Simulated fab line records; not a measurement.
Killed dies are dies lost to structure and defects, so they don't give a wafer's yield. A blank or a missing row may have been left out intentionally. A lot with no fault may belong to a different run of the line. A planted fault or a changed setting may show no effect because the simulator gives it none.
2 desks, one fault    flow gf180mcu    what lay behind the numbers comes last; until then each desk has only its own

THE METROLOGY DESK
Lot by lot, what the gauges showed, no matter which tool ran the lot: averages of those sampled wafers that carry a number. The brackets show how far a lot's mean lies from the usual mean; more than 4 standard deviations puts the lot out of limits, marked OUT.
Columns: A = cd nm at GF_PSD_CD_MEAS_07, usual 399.7 nm; B = NSD_RS at GF_PSD_RS_MEAS_14, usual 46.09 ohm/sq
lot   first seen here  A      B
L556  day 14 13:15     397.8  46.22
L559  day 15 01:35     398.7  46.07
L560  day 15 16:22     402.1  46.10
L566  day 17 18:28     399.0  46.23
L567  day 18 05:40     400.4  45.51 (-6.9) OUT
L568  day 18 15:29     402.3  45.62 (-5.6) OUT
L569  day 19 04:15     400.7  46.12
L575  day 21 08:01     399.1  46.06
L576  day 21 16:24     400.8  46.06
L578  day 22 03:41     397.7  46.09
L579  day 22 12:16     398.4  46.12
Per this desk, out of limits: L567, L568; the first was L567, day 18 06:15 (NSD_RS at GF_PSD_RS_MEAS_14). L556, L559, L560, L566, L569, L575, L576, L578, L579: within limits.

THE TOOL OWNER'S DESK: implanter-03
GF_NSD_IMPLANT_09, tool's own readings: per-lot mean of the sampled wafers with a number, covering each lot this tool ran. The brackets show how far a lot's mean lies from the usual mean; more than 4 standard deviations puts the lot out of limits, marked OUT.
Columns: A = dose ions cm2 at GF_NSD_IMPLANT_09, usual 4e+15
lot   first seen here  A
L556  day 13 16:15     4e+15
L566  day 16 18:48     4e+15
L567  day 17 06:24     4e+15 (+82) OUT
L568  day 17 15:58     4e+15 (+82) OUT
L578  day 21 04:39     4e+15
Finding of this desk: L567, L568 out of limits; the first was L567 at day 17 06:24, on dose ions cm2 at GF_NSD_IMPLANT_09. L556, L566, L578: within limits.

BROUGHT TOGETHER
An alarm could have come from the tool owner's desk at day 17 06:24, on L567, L568.
The metrology desk could have raised an alarm at day 18 06:15, on L567, L568.
Every lot named ran GF_NSD_IMPLANT_09 on implanter-03.

WHAT THE SIMULATOR HAD INSERTED
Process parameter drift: implanter-03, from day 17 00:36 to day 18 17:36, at GF_NSD_IMPLANT_09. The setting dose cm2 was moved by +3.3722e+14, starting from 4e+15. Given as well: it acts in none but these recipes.
Shown lots that were struck: L567, L568.
Time in hours from fault onset to the first out-of-limits reading at each desk: tool owner's desk 6, metrology desk 30.
